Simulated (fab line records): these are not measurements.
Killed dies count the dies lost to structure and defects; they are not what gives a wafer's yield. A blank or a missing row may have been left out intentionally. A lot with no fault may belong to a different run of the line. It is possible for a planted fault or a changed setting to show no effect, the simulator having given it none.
Struck lot and sound lot, side by side -- flow sky130 -- 43 out of 708 route steps
Sound: wafers L443.2, L443.3, L443.4. The struck wafers were L450.2, L450.3, L450.4. Last of all comes the cause.
Per side, at each step with rows, come the tool, then ch with its chambers, and then its first start. Under that, the readings that differ: sound wafers -- struck wafers -- difference of the means -- sigmas: that difference in standard deviations of wafers without a fault.
alike: readings whose means differ by less than 2 such deviations, and words and numbers that are the same on both sides. not compared: withheld readings, readings that some wafer has no value for, bounds like >300 that may hide the same value, and numbers for which the record gives no deviation and whose values overlap.
The two part at a step that has a row with sigmas, a row that says differs or no value, or rows on one side only. Numbers that don't overlap but have no deviation are shown without sigmas and don't part them. A reading missing from all wafers of one side parts the sides only when that side holds two or more wafers.

first, 6 steps without rows for these wafers: SKY_METAL3_COAT_07 (resist thk 60 nm); SKY_METAL3_COAT_08 (resist thk 1140 nm); SKY_METAL3_SOFTBAKE_09 (time 90 s); SKY_METAL3_EXPOSE_10 (exposes mask MM3, target cd 300 nm); SKY_METAL3_PEB_11; SKY_METAL3_DEVELOP_12 (develop time 60 s).
SKY_METAL3_CD_MEAS_13 targets a cd of 300 nm.
  sound on cd_sem-01, day 39 01:11; struck on cd_sem-02, day 41 11:29
reading,sound,struck,difference,sigmas
cd_nm (nm),295.8 294.5 296.9,300.6 298.8 299.2,+3.8,+2
SKY_METAL3_OVL_MEAS_14:
  sound on overlay-01, day 39 01:17; struck on overlay-01, day 41 11:35
  alike: METAL3_OVL
then, 1 step without rows for these wafers: SKY_METAL3_DESCUM_15 (chemistry O2, time 8 s).
SKY_METAL3_ETCH_16: etches BARC in N2/H2, stops on SiO2, time 88.2 s, target depth 60 nm.
  sound on rie_metal-02 ch 0,1, day 39 01:21; struck on rie_metal-04 ch 0,1, day 41 11:39
  alike: drypump_motor_current_A, oes_product_au, throttle_valve_pct
  not compared: rf_hours_counter_h
SKY_METAL3_ETCH_17: etches SiO2 in C4F8/O2/Ar, stops on TiN, time 3.9 s, target depth 15 nm.
  sound on rie_diel-02 ch 0,1,2, day 39 01:27; struck on rie_diel-01 ch 0,1,2, day 41 11:45
  alike: oes_product_au
  not compared: rf_hours_counter_h
then, 1 step without rows for these wafers: SKY_METAL3_METAL_ETCH_18 (etches the open film in Cl2/BCl3, stops on SiO2, target depth 845 nm, time 183.1 s).
SKY_METAL3_STRIP_19: strips in O2/N2.
  sound on plasma_asher-02 ch 0,1, day 39 01:38; struck on plasma_asher-02 ch 0,1, day 41 11:56
  alike: drypump_motor_current_A, oes_product_au, strip_time_to_endpoint_s
  not compared: rf_hours_counter_h
then, 4 steps without rows for these wafers: SKY_METAL3_STRIP_20 (strips in post etch residue remover, time 1200 s); SKY_METAL3_CLEAN_21 (cleans in IPA, time 180 s); SKY_METAL3_CLEAN_22 (cleans in O3/DIW); SKY_VIA3_HDPCVD_00 (deposits SiO2, target thk 1635 nm, time 272.5 s).
SKY_VIA3_THK_MEAS_01:
  sound on film_metro-01, day 39 02:25; struck on film_metro-04, day 41 12:43
  alike: VIA3_HDPCVD_THK
SKY_VIA3_CMP_02: polishes SiO2.
  sound on cmp-01 ch 0,1,2, day 39 02:31; struck on cmp-02 ch 0,2,3, day 41 12:46
  alike: motor_current_A
SKY_VIA3_BOW_MEAS_03:
  sound on film_metro-01, day 39 02:47; struck on film_metro-02, day 41 13:05
  alike: VIA3_BOW
then, 8 steps without rows for these wafers: SKY_VIA3_DEHYDRATE_04 (time 60 s); SKY_VIA3_HMDS_05 (prime time 60 s); SKY_VIA3_COAT_06 (resist thk 60 nm); SKY_VIA3_COAT_07 (resist thk 450 nm); SKY_VIA3_SOFTBAKE_08 (time 90 s); SKY_VIA3_EXPOSE_09 (exposes mask VIM3, target cd 200 nm); SKY_VIA3_PEB_10; SKY_VIA3_DEVELOP_11 (develop time 60 s).
SKY_VIA3_CD_MEAS_12 targets a cd of 200 nm.
  sound on cd_sem-01, day 40 03:21; struck on cd_sem-02, day 42 13:13
  alike: cd_nm
SKY_VIA3_OVL_MEAS_13:
  sound on overlay-02, day 40 03:27; struck on overlay-02, day 42 13:19
  alike: VIA3_OVL
then, 8 steps without rows for these wafers: SKY_VIA3_ETCH_14 (etches BARC in N2/H2, stops on SiO2, time 45.9 s, target depth 60 nm); SKY_VIA3_ETCH_15 (etches SiO2 in C4F8/O2/Ar, stops on TiN, target depth 507 nm, time 78 s); SKY_VIA3_STRIP_16 (strips in O2/N2); SKY_VIA3_STRIP_17 (strips in post etch residue remover, time 1200 s); SKY_VIA3_CLEAN_18 (cleans in IPA, time 180 s); SKY_VIA3_CLEAN_19 (cleans in O3/DIW); SKY_VIA3_SPUTTER_20 (material TiN, target thk 20 nm, time 80 s); SKY_VIA3_CVD_21 (deposits W, target thk 390 nm, time 117.31 s).
SKY_VIA3_RS_MEAS_22: measures by four-point-probe.
  sound on film_metro-04, day 40 04:25; struck on film_metro-01, day 42 14:17
  alike: VIA3_W_RS
SKY_VIA3_THK_MEAS_23: measures by xrf.
  sound on film_metro-04, day 40 04:32; struck on film_metro-01, day 42 14:23
  alike: VIA3_W_THK
SKY_VIA3_CMP_24: polishes, stops on SiO2, t overpolish 20 s, target thk 0 nm.
  sound on cmp-01 ch 0,2,3, day 40 04:35; struck on cmp-02 ch 0,1,2, day 42 14:26
  alike: motor_current_A, overpolish_run_s, time_to_endpoint_s
SKY_METAL4_SPUTTER_00: material Ti, target thk 15 nm, time 10 s.
  sound on pvd_sputter-01, day 40 04:53; struck on pvd_sputter-01, day 42 14:44
  alike: throttle_valve_pct
-- the record jumps here: 6 days lie between the struck wafers' starts before and after (it left off in module METAL4 and takes up again in module PAD_OPEN, whose first step shown is number 708 of the route) --
SKY_PAD_OPEN_PROBE_99:
  the record has rows for the struck wafers here (prober-02, day 48 07:31) and none for the sound ones

## WHERE THEY PART
First at SKY_METAL3_CD_MEAS_13; last, within this record, at SKY_PAD_OPEN_PROBE_99.

WHY: whatever the simulator had introduced
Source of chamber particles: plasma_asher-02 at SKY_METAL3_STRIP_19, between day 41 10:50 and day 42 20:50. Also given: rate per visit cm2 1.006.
